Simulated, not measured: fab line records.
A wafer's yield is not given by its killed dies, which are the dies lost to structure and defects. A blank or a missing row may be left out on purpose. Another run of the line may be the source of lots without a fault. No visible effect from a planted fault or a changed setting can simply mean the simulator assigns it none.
A single fault, viewed from 2 desks ; flow sky130 ; every desk sees just its own numbers, and what lay behind them comes last

METROLOGY DESK
What the gauges read for every lot (on any tool): the sampled wafers with a number, averaged. The brackets show how far a lot's mean lies from the usual mean; more than 4 standard deviations puts the lot out of limits, marked OUT.
Columns: A = POLY_GATE_CVD_00_THK at SKY_POLY_GATE_THK_MEAS_01, usual 180.5 nm; B = LDD_HVP_OVL at SKY_LDD_HVP_OVL_MEAS_07, usual 0.4 nm
lot;first seen here;A;B
L498;day 15 00:21;180.0;-0.1
L499;day 15 01:33;178.0;-0.8
L500;day 15 17:53;178.5;-1.3
L501;day 15 22:09;179.9;0.6
L502;day 16 03:13;178.0;3.5
L504;day 17 02:19;180.2;0.8
L505;day 17 10:07;178.2;2.4
L508;day 18 13:10;226.6 (+24) OUT;0.9
L509;day 18 13:10;225.3 (+24) OUT;0.0
L510;day 18 20:18;225.3 (+24) OUT;-2.0
L515;day 21 00:13;181.5;0.5
L516;day 21 03:34;181.0;0.0
L517;day 22 01:13;178.3;-0.7
L518;day 22 08:44;182.0;0.0
L519;day 22 14:47;183.3;1.4
This desk's finding: out of limits on L508, L509, L510; first on L508, day 18 13:10 (POLY_GATE_CVD_00_THK at SKY_POLY_GATE_THK_MEAS_01). L498, L499, L500, L501, L502, L504, L505, L515, L516, L517, L518, L519: within limits.

AT THE TOOL OWNER'S DESK: lpcvd-01
The tool's own readings at SKY_POLY_GATE_CVD_00 (deposits poly-Si, target thk 180 nm, time 720 s): means of the sampled wafers that have a number, for each lot that ran on this tool. The brackets show how far a lot's mean lies from the usual mean; more than 4 standard deviations puts the lot out of limits, marked OUT.
Columns: A = spike_tc_bottom_C at SKY_POLY_GATE_CVD_00, usual 639.6 C
lot;first seen here;A
L498;day 14 23:09;639.7
L499;day 15 00:21;639.1
L500;day 15 16:40;639.9
L501;day 15 20:57;639.4
L502;day 16 02:01;640.3
L504;day 17 01:05;639.3
L505;day 17 08:55;639.3
L508;day 18 11:57;640.4
L509;day 18 11:57;640.7
L510;day 18 19:06;639.9
L515;day 20 23:01;640.4
L516;day 21 02:22;638.3
L517;day 22 00:01;638.4
L518;day 22 07:31;639.0
L519;day 22 13:35;639.2
This desk's verdict: no lot among the 15 shows anything out of limits.

BROUGHT TOGETHER
Metrology desk: alarm possible at day 18 13:10 on L508, L509, L510.
The tool owner's desk saw nothing out of limits.
Tool owner's desk: L508, L509, L510 on record, inside its limits.
On lpcvd-01, each named lot ran SKY_POLY_GATE_CVD_00.

WHAT THE SIMULATOR PUT IN
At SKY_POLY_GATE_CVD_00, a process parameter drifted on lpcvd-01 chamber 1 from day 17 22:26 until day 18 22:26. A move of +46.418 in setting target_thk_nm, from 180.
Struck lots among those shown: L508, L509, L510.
Time in hours between the start of the fault and the first out-of-limits reading at each desk: metrology desk, 15.
